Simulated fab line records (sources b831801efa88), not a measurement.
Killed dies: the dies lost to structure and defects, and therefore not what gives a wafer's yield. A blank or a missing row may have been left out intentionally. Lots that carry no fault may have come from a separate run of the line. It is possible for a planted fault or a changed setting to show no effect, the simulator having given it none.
fab line records | flow sfqLine
[record] lots = 7 | wafers = 21 | lastDay = 84
route steps=325 shown I0@53 M1@58
lots that met no fault: from a run of the same line without faults
startH: hours from the record's first day to the start of the lot's first wafer shown | waitH: how many hours have passed since the lot's step before this one | " as in the row above | L1.1+2: several wafers, shown together as one row | - no value, or no start was given | * or withheld: withheld | < > ~ a bound
route shown NAME@n: names a module that has steps shown in the file, with the first one's number in the route | usual: mean/standard deviation taken from wafers without a fault | same: alike in all rows | chamber/n: place in a boat | sites: the reading at each site | _std_site: standard deviation of those values | _edge_site: the outer-site mean with the inner-site mean subtracted | radiusMm: how far each site lies from the wafer's centre | mask NAME#n: copy n | behind: the tool/chamber that last shaped the wafer | hold: reason for holding the lot/hours on hold/outcome of the hold | device: whichever transistor did not switch (one of n, p or np) | end of line: tests of these same wafers at the route's end | for a step that has no rows: nothing shown but its recipe | killed: not the wafer's yield, but the dies lost to structure and defects at the first sort | map: a wafer's dies, x killed, . not, _ none there
set.NAME: the setting as run; set.NAME@STEP: as run at that earlier step | model.NAME: the simulator's own value behind a step, which no gauge read
lots at some steps of the route; a table a step, a row a wafer
services: a tool's chamber out of use, with start hour (startH, from the record's first day; less than 0 if before it), hours out, and reason
[[steps]]
[step SFQ_I0_OVL_MEAS_908]
[usual] I0_OVL = -4/5.1
lot.wafer | tool       | chamber | startH | waitH | I0_OVL[nm]
L296.1    | overlay-02 | -       | 414.19 | 0.1   | 5
L296.3    | "          | -       | "      | "     | 2
L296.5    | "          | -       | "      | "     | 2
L302.1    | overlay-02 | -       | 478.84 | 0.1   | -6
L302.2    | "          | -       | "      | "     | -1
L302.6    | "          | -       | "      | "     | 4
L304.2    | overlay-01 | -       | 510.50 | 0.1   | 3
L304.3    | "          | -       | "      | "     | 3
L304.5    | "          | -       | "      | "     | -1
L305.3    | overlay-01 | -       | 511.71 | 0.1   | -11
L305.4    | "          | -       | "      | "     | -8
L305.5    | "          | -       | "      | "     | -8
L306.1    | overlay-01 | -       | 512.90 | 0.1   | -1
L306.3    | "          | -       | "      | "     | -2
L306.4    | "          | -       | "      | "     | -5
L308.1    | overlay-01 | -       | 515.30 | 0.1   | -9
L308.2    | "          | -       | "      | "     | -8
L308.5    | "          | -       | "      | "     | -10
L309.1    | overlay-02 | -       | 516.50 | 0.1   | -4
L309.3    | "          | -       | "      | "     | 6
L309.6    | "          | -       | "      | "     | 0
[step SFQ_TRILAYER_I0_VIA_BARC_OPEN_VIA_ETCH_046]
[recipe] maskMaterial = PR | chemistry = O2 | targetDepthNm = 125 | target = BARC | sourceW = 500 | biasW = 80 | pressureMtorr = 30 | timeS = 41.7
[usual] drypumpMotorCurrentA = 5.7/0.44 | oesProductAu = 0.686/0.0043
lot.wafer | tool       | chamber | startH | waitH | drypumpMotorCurrentA | oesProductAu | rfHoursCounterH
L296.1    | rieDiel-02 | 0       | 414.22 | 0.0   | 6.1                  | 0.689        | 5
L296.3    | "          | 3       | "      | "     | 5.9                  | 0.684        | 2
L296.5    | "          | 0       | "      | "     | 6.0                  | 0.687        | -
L302.1    | rieDiel-04 | 1       | 478.87 | 0.0   | 6.2                  | 0.690        | 3
L302.2    | "          | 2       | "      | "     | 5.0                  | 0.690        | 4
L302.6    | "          | 1       | "      | "     | 6.2                  | 0.687        | -
L304.2    | rieDiel-01 | 0       | 510.53 | 0.0   | 5.8                  | 0.682        | 75
L304.3    | "          | 1       | "      | "     | 5.1                  | 0.692        | 96
L304.5    | "          | 3       | "      | "     | 5.1                  | 0.683        | -
L305.3    | rieDiel-04 | 1       | 511.73 | 0.0   | 6.2                  | 0.683        | 4
L305.4    | "          | 0       | "      | "     | 6.0                  | 0.687        | 7
L305.5    | "          | 1       | "      | "     | 6.2                  | 0.693        | -
L306.1    | rieDiel-02 | 3       | 512.93 | 0.0   | 5.9                  | 0.683        | 3
L306.3    | "          | 1       | "      | "     | 5.7                  | 0.690        | 40
L306.4    | "          | 0       | "      | "     | 6.1                  | 0.688        | 6
L308.1    | rieDiel-02 | 0       | 515.33 | 0.0   | 6.0                  | 0.687        | 7
L308.2    | "          | 3       | "      | "     | 5.9                  | 0.685        | 3
L308.5    | "          | 2       | "      | "     | 5.6                  | 0.682        | -
L309.1    | rieDiel-01 | 2       | 516.53 | 0.0   | 5.1                  | 0.679        | 56
L309.3    | "          | 3       | "      | "     | 5.1                  | 0.686        | 55
L309.6    | "          | 0       | "      | "     | 5.8                  | 0.688        | -
[step SFQ_TRILAYER_I0_VIA_ETCH_VIA_ETCH_034]
[recipe] target = SiO2 | stopOn = Nb | maskMaterial = PR | taperDeg = 20 | chemistry = CHF3 | targetDepthNm = 260 | sourceW = 500 | biasW = 80 | pressureMtorr = 30 | timeS = withheld
[usual] drypumpMotorCurrentA = 5.7/0.44 | oesProductAu = 0.859/0.0052
lot.wafer | tool       | chamber | startH | waitH | drypumpMotorCurrentA | oesProductAu
L296.1    | rieDiel-02 | 0       | 414.26 | 0.0   | 6.0                  | 0.861
L296.3    | "          | 3       | "      | "     | 5.9                  | 0.862
L296.5    | "          | 0       | "      | "     | 6.1                  | 0.870
L302.1    | rieDiel-04 | 1       | 478.91 | 0.0   | 6.2                  | 0.853
L302.2    | "          | 2       | "      | "     | 5.0                  | 0.852
L302.6    | "          | 1       | "      | "     | 6.2                  | 0.865
L304.2    | rieDiel-01 | 0       | 510.57 | 0.0   | 5.8                  | 0.854
L304.3    | "          | 1       | "      | "     | 5.1                  | 0.855
L304.5    | "          | 3       | "      | "     | 5.1                  | 0.858
L305.3    | rieDiel-04 | 1       | 511.77 | 0.0   | 6.2                  | 0.860
L305.4    | "          | 0       | "      | "     | 6.1                  | 0.861
L305.5    | "          | 1       | "      | "     | 6.2                  | 0.860
L306.1    | rieDiel-02 | 3       | 512.97 | 0.0   | 5.9                  | 0.863
L306.3    | "          | 1       | "      | "     | 5.7                  | 0.855
L306.4    | "          | 0       | "      | "     | 6.1                  | 0.856
L308.1    | rieDiel-02 | 0       | 515.37 | 0.0   | 6.1                  | 0.852
L308.2    | "          | 3       | "      | "     | 5.9                  | 0.855
L308.5    | "          | 2       | "      | "     | 5.6                  | 0.851
L309.1    | rieDiel-01 | 2       | 516.57 | 0.0   | 5.1                  | 0.862
L309.3    | "          | 3       | "      | "     | 5.1                  | 0.858
L309.6    | "          | 0       | "      | "     | 5.8                  | 0.870
[step SFQ_TRILAYER_I0_VIA_STRIP_STRIP_035]
[recipe] gas = O2 | powerW = 200 | platenTempC = 40 | overashFraction = 0.65 | chemistry = O2 | pressureMtorr = 50
[usual] drypumpMotorCurrentA = 6.0/0.46 | oesProductAu = 0.995/0.0073
lot.wafer | tool        | chamber | startH | waitH | drypumpMotorCurrentA | oesProductAu | rfHoursCounterH
L296.1    | rieMetal-01 | 1       | 414.37 | -     | 6.1                  | 0.987        | 92
L296.3    | "           | 0       | "      | "     | 5.9                  | 0.986        | -
L296.5    | "           | 1       | "      | "     | 6.2                  | 0.979        | -
L302.1    | rieMetal-02 | 1       | 479.02 | -     | 5.4                  | 0.997        | 17
L302.2    | "           | 0       | "      | "     | 6.7                  | 0.993        | 26
L302.6    | "           | 0       | "      | "     | 6.7                  | 0.984        | -
L304.2    | rieMetal-03 | 1       | 510.69 | -     | 6.0                  | 1.004        | 56
L304.3    | "           | 1       | "      | "     | 6.0                  | 1.001        | -
L304.5    | "           | 0       | "      | "     | 5.1                  | 0.998        | -
L305.3    | rieMetal-01 | 1       | 512.09 | -     | 6.2                  | 0.995        | -
L305.4    | "           | 0       | "      | "     | 5.9                  | 1.002        | -
L305.5    | "           | 0       | "      | "     | 5.9                  | 0.994        | -
L306.1    | rieMetal-03 | 0       | 513.09 | -     | 5.1                  | 1.003        | 99
L306.3    | "           | 0       | "      | "     | 5.2                  | 1.004        | -
L306.4    | "           | 1       | "      | "     | 6.0                  | 1.000        | -
L308.1    | rieMetal-02 | 1       | 515.49 | -     | 5.4                  | 0.995        | 22
L308.2    | "           | 0       | "      | "     | 6.7                  | 0.989        | 32
L308.5    | "           | 0       | "      | "     | 6.7                  | 0.985        | -
L309.1    | rieMetal-01 | 1       | 516.69 | -     | 6.1                  | 0.996        | 109
L309.3    | "           | 0       | "      | "     | 6.0                  | 0.990        | -
L309.6    | "           | 1       | "      | "     | 6.2                  | 1.006        | -
[step SFQ_TRILAYER_I0_VIA_STRIP_SOLV_CLEAN_036]
[recipe] chemistry = NMP | tempC = 70 | timeS = 600
[step SFQ_TRILAYER_M1_DEP_PRE_CLEAN_038]
[recipe] gas = Ar | timeS = 22.5 | biasV = 250
[step SFQ_TRILAYER_M1_DEP_SPUTTER_037]
[recipe] material = Nb | basePressurePa = 1.33e-06 | chamberPressurePa = 0.1333 | substrateTempC = 20 | resputterCathodeVoltageV = 400 | targetThkNm = 200 | powerW = 2000 | timeS = 133.3
[usual] throttleValvePct = 30.0/1.1
lot.wafer | tool          | chamber | startH | waitH | throttleValvePct
L296.1    | pvdSputter-06 | -       | 415.18 | 0.0   | 28.9
L296.3    | "             | -       | "      | "     | 30.7
L296.5    | "             | -       | "      | "     | 30.9
L302.1    | pvdSputter-03 | -       | 479.83 | 0.0   | 29.8
L302.2    | "             | -       | "      | "     | 32.1
L302.6    | "             | -       | "      | "     | 29.5
L304.2    | pvdSputter-05 | -       | 511.67 | 0.0   | 30.6
L304.3    | "             | -       | "      | "     | 30.7
L304.5    | "             | -       | "      | "     | 28.8
L305.3    | pvdSputter-03 | -       | 512.69 | 0.0   | 29.7
L305.4    | "             | -       | "      | "     | 29.8
L305.5    | "             | -       | "      | "     | 29.7
L306.1    | pvdSputter-06 | -       | 514.07 | 0.0   | 30.8
L306.3    | "             | -       | "      | "     | 30.7
L306.4    | "             | -       | "      | "     | 27.6
L308.1    | pvdSputter-03 | -       | 516.47 | 0.0   | 30.9
L308.2    | "             | -       | "      | "     | 29.8
L308.5    | "             | -       | "      | "     | 32.0
L309.1    | pvdSputter-05 | -       | 517.49 | 0.0   | 30.7
L309.3    | "             | -       | "      | "     | 30.3
L309.6    | "             | -       | "      | "     | 30.5
[step SFQ_M1_RS_MEAS_909]
[recipe] thkMeasGauge = four-point-probe | reads = Nb_of_TRILAYER_M1_DEP_SPUTTER_037
[usual] M1_NB_RS = 0.890/0.0098
lot.wafer | tool         | chamber | startH | waitH | M1_NB_RS[ohm/sq]
L296.1    | filmMetro-02 | -       | 415.27 | 0.0   | 0.895
L296.3    | "            | -       | "      | "     | 0.887
L296.5    | "            | -       | "      | "     | 0.900
L302.1    | filmMetro-04 | -       | 479.92 | 0.0   | 0.883
L302.2    | "            | -       | "      | "     | 0.886
L302.6    | "            | -       | "      | "     | 0.882
L304.2    | filmMetro-03 | -       | 511.78 | 0.1   | 0.880
L304.3    | "            | -       | "      | "     | 0.883
L304.5    | "            | -       | "      | "     | 0.875
L305.3    | filmMetro-02 | -       | 512.82 | 0.1   | 0.881
L305.4    | "            | -       | "      | "     | 0.889
L305.5    | "            | -       | "      | "     | 0.889
L306.1    | filmMetro-03 | -       | 514.16 | 0.0   | 0.907
L306.3    | "            | -       | "      | "     | 0.910
L306.4    | "            | -       | "      | "     | 0.900
L308.1    | filmMetro-04 | -       | 516.56 | 0.0   | 0.879
L308.2    | "            | -       | "      | "     | 0.888
L308.5    | "            | -       | "      | "     | 0.886
L309.1    | filmMetro-02 | -       | 517.58 | 0.0   | 0.907
L309.3    | "            | -       | "      | "     | 0.898
L309.6    | "            | -       | "      | "     | 0.908
[step SFQ_TRILAYER_M1_LITHO_COAT_044]
[recipe] resist = BARC | spinRpm = 3000 | resistThkNm = 62
[step SFQ_TRILAYER_M1_LITHO_COAT_039]
[recipe] resist = KrF | spinRpm = 3000 | resistThkNm = 600
[step SFQ_TRILAYER_M1_LITHO_SOFTBAKE_043]
[recipe] tempC = withheld | timeS = withheld | resist = KrF
[step SFQ_TRILAYER_M1_LITHO_EXPOSE_040]
[recipe] maskId = M1 | na = 0.6 | sourceShape = conventional | sigmaOuter = 0.65 | targetCdNm = 500 | doseMj = 14.4
lot.wafer  | tool          | chamber | startH | waitH | mask | model.M1.overlayXNm
L296.1+3+5 | krfScanner-01 | 0       | 564.86 | -     | M1#0 | -1.207
L302.1+2+6 | krfScanner-02 | 0       | 630.99 | -     | M1#0 | 1.884
L304.2+3+5 | krfScanner-02 | 0       | 657.59 | -     | M1#0 | 43.87
L305.3+4+5 | krfScanner-02 | 0       | 658.99 | -     | M1#0 | 40.86
L306.1+3+4 | krfScanner-02 | 0       | 659.79 | -     | M1#0 | 50.61
L308.1+2+5 | krfScanner-01 | 0       | 665.91 | -     | M1#0 | -6.435
L309.1+3+6 | krfScanner-01 | 0       | 668.31 | -     | M1#0 | -7.189
[step SFQ_TRILAYER_M1_LITHO_PEB_042]
[recipe] pebTempC = 115 | pebTimeS = 60 | resist = KrF
[step SFQ_TRILAYER_M1_LITHO_DEVELOP_041]
[recipe] timeS = 60 | resist = KrF
[step SFQ_M1_OVL_MEAS_911]
[usual] M1_OVL = -2/5.2
lot.wafer | tool       | chamber | startH | waitH | hold                    | M1_OVL[nm]
L296.1    | overlay-02 | -       | 566.36 | 0.1   | -                       | 0
L296.3    | "          | -       | "      | "     | -                       | -5
L296.5    | "          | -       | "      | "     | -                       | -7
L302.1    | overlay-02 | -       | 632.49 | 0.1   | -                       | -1
L302.2    | "          | -       | "      | "     | -                       | -10
L302.6    | "          | -       | "      | "     | -                       | -6
L304.2    | overlay-01 | -       | 658.89 | 0.1   | awaitDispo/0.2h/release | 41
L304.3    | "          | -       | "      | "     | awaitDispo/0.2h/release | 40
L304.5    | "          | -       | "      | "     | awaitDispo/0.2h/release | 41
L304.2    | overlay-01 | -       | 659.09 | 0.2   | -                       | 46
L304.3    | "          | -       | "      | "     | -                       | 46
L304.5    | "          | -       | "      | "     | -                       | 46
L305.3    | overlay-02 | -       | 660.10 | 0.1   | awaitDispo/0.2h/release | 34
L305.4    | "          | -       | "      | "     | awaitDispo/0.2h/release | 41
L305.5    | "          | -       | "      | "     | awaitDispo/0.2h/release | 43
L305.3    | overlay-02 | -       | 660.30 | 0.2   | -                       | 44
L305.4    | "          | -       | "      | "     | -                       | 41
L305.5    | "          | -       | "      | "     | -                       | 53
L306.1    | overlay-01 | -       | 661.29 | 0.1   | awaitDispo/0.2h/release | 43
L306.3    | "          | -       | "      | "     | awaitDispo/0.2h/release | 48
L306.4    | "          | -       | "      | "     | awaitDispo/0.2h/release | 49
L306.1    | overlay-01 | -       | 662.53 | 1.2   | -                       | 43
L306.3    | "          | -       | "      | "     | -                       | 48
L306.4    | "          | -       | "      | "     | -                       | 59
L308.1    | overlay-01 | -       | 667.41 | 0.1   | -                       | 2
L308.2    | "          | -       | "      | "     | -                       | -1
L308.5    | "          | -       | "      | "     | -                       | -1
L309.1    | overlay-01 | -       | 669.81 | 0.1   | -                       | 1
L309.3    | "          | -       | "      | "     | -                       | -1
L309.6    | "          | -       | "      | "     | -                       | -8
[step SFQ_TRILAYER_M1_BARC_OPEN_METAL_ETCH_054]
[recipe] maskMaterial = PR | chemistry = O2 | targetDepthNm = 125 | target = BARC | icpW = 600 | biasW = 80 | pressureMtorr = 10 | timeS = 41.7
[usual] drypumpMotorCurrentA = 5.8/0.5 | oesProductAu = 0.684/0.0045
lot.wafer | tool        | chamber | startH | waitH | hold                    | drypumpMotorCurrentA | oesProductAu | rfHoursCounterH
L296.1    | rieMetal-02 | 0       | 566.40 | 0.0   | -                       | 6.7                  | 0.682        | 42
L296.3    | "           | 1       | "      | "     | -                       | 5.4                  | 0.684        | -
L296.5    | "           | 1       | "      | "     | -                       | 5.4                  | 0.693        | -
L302.1    | rieMetal-02 | 0       | 632.52 | 0.0   | -                       | 6.7                  | 0.692        | 49
L302.2    | "           | 1       | "      | "     | -                       | 5.4                  | 0.680        | 40
L302.6    | "           | 1       | "      | "     | -                       | 5.4                  | 0.683        | -
L305.3    | rieMetal-03 | 0       | 661.50 | 1.2   | awaitDispo/1.2h/release | 5.1                  | 0.681        | -
L305.4    | "           | 1       | "      | "     | awaitDispo/1.2h/release | 6.0                  | 0.691        | -
L305.5    | "           | 1       | "      | "     | awaitDispo/1.2h/release | 6.0                  | 0.681        | -
L304.2    | rieMetal-02 | 0       | 662.01 | 2.9   | awaitDispo/2.9h/release | 6.7                  | 0.687        | 52
L304.3    | "           | 0       | "      | "     | awaitDispo/2.9h/release | 6.7                  | 0.680        | -
L304.5    | "           | 1       | "      | "     | awaitDispo/2.9h/release | 5.4                  | 0.682        | -
L308.1    | rieMetal-04 | 1       | 667.45 | 0.0   | -                       | 5.5                  | 0.686        | 4
L308.2    | "           | 0       | "      | "     | -                       | 5.8                  | 0.690        | 28
L308.5    | "           | 1       | "      | "     | -                       | 5.5                  | 0.681        | -
L306.1    | rieMetal-04 | 1       | 668.43 | 5.9   | awaitDispo/5.9h/release | 5.5                  | 0.684        | 2
L306.3    | "           | 0       | "      | "     | awaitDispo/5.9h/release | 5.8                  | 0.683        | -
L306.4    | "           | 1       | "      | "     | awaitDispo/5.9h/release | 5.5                  | 0.688        | -
L309.1    | rieMetal-04 | 1       | 669.85 | 0.0   | -                       | 5.4                  | 0.684        | 4
L309.3    | "           | 0       | "      | "     | -                       | 5.8                  | 0.684        | -
L309.6    | "           | 0       | "      | "     | -                       | 5.8                  | 0.688        | -
[[services]]
tool          | chamber | startH | hours | kind
krfScanner-01 | -       | 393.36 | 4.0   | pm
rieMetal-04   | -       | 404.26 | 1.4   | pm
rieDiel-02    | 3       | 418.14 | 7.9   | repair
rieDiel-01    | 0       | 434.55 | 2.8   | repair
rieDiel-01    | -       | 449.49 | 2.8   | pm
krfScanner-02 | -       | 470.29 | 4.0   | pm
rieDiel-04    | 0       | 473.22 | 7.6   | repair
krfScanner-02 | -       | 480.06 | 4.4   | pm
krfScanner-02 | -       | 484.92 | 0.4   | repair
krfScanner-02 | -       | 496.00 | 1.0   | pm
rieDiel-04    | 0       | 520.80 | 132.0 | repair
krfScanner-02 | -       | 524.60 | 1.3   | pm
rieDiel-01    | 3       | 545.50 | 5.8   | repair
rieDiel-01    | 1       | 551.64 | 11.9  | repair
krfScanner-02 | -       | 558.74 | 0.8   | pm
rieDiel-02    | -       | 575.48 | 1.6   | repair
rieDiel-01    | 1       | 579.77 | 24.6  | repair
rieDiel-04    | 2       | 591.55 | 6.0   | repair
rieDiel-01    | -       | 609.97 | 0.3   | repair
rieMetal-02   | 0       | 620.53 | 4.3   | repair
rieDiel-04    | 2       | 625.14 | 29.9  | repair
rieDiel-04    | 1       | 628.51 | 2.9   | repair
rieDiel-04    | 3       | 654.26 | 6.9   | repair
krfScanner-02 | -       | 664.59 | 1.0   | pm
[[key]]
[firstSign] step = SFQ_M1_OVL_MEAS_911 | reading = visit | direction = added
[effect] step = SFQ_M1_OVL_MEAS_911 | reading = M1_OVL | direction = up | sigmas = 8.4 | usual = -2 | struck = 42
[modelEffect] step = SFQ_TRILAYER_M1_LITHO_EXPOSE_040 | value = M1.overlayXNm | without = -1.31 | struck = 45.11
metAt SFQ_TRILAYER_M1_LITHO_EXPOSE_040
struckWafers L304.2,L304.3,L304.5,L305.3,L305.4,L305.5,L306.1,L306.3,L306.4
[fault] kind = scannerMatchingOverlay | tool = krfScanner-02 | chamber = - | onsetH = 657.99 | steps = SFQ_TRILAYER_M1_LITHO_EXPOSE_040 | offset = 46.42
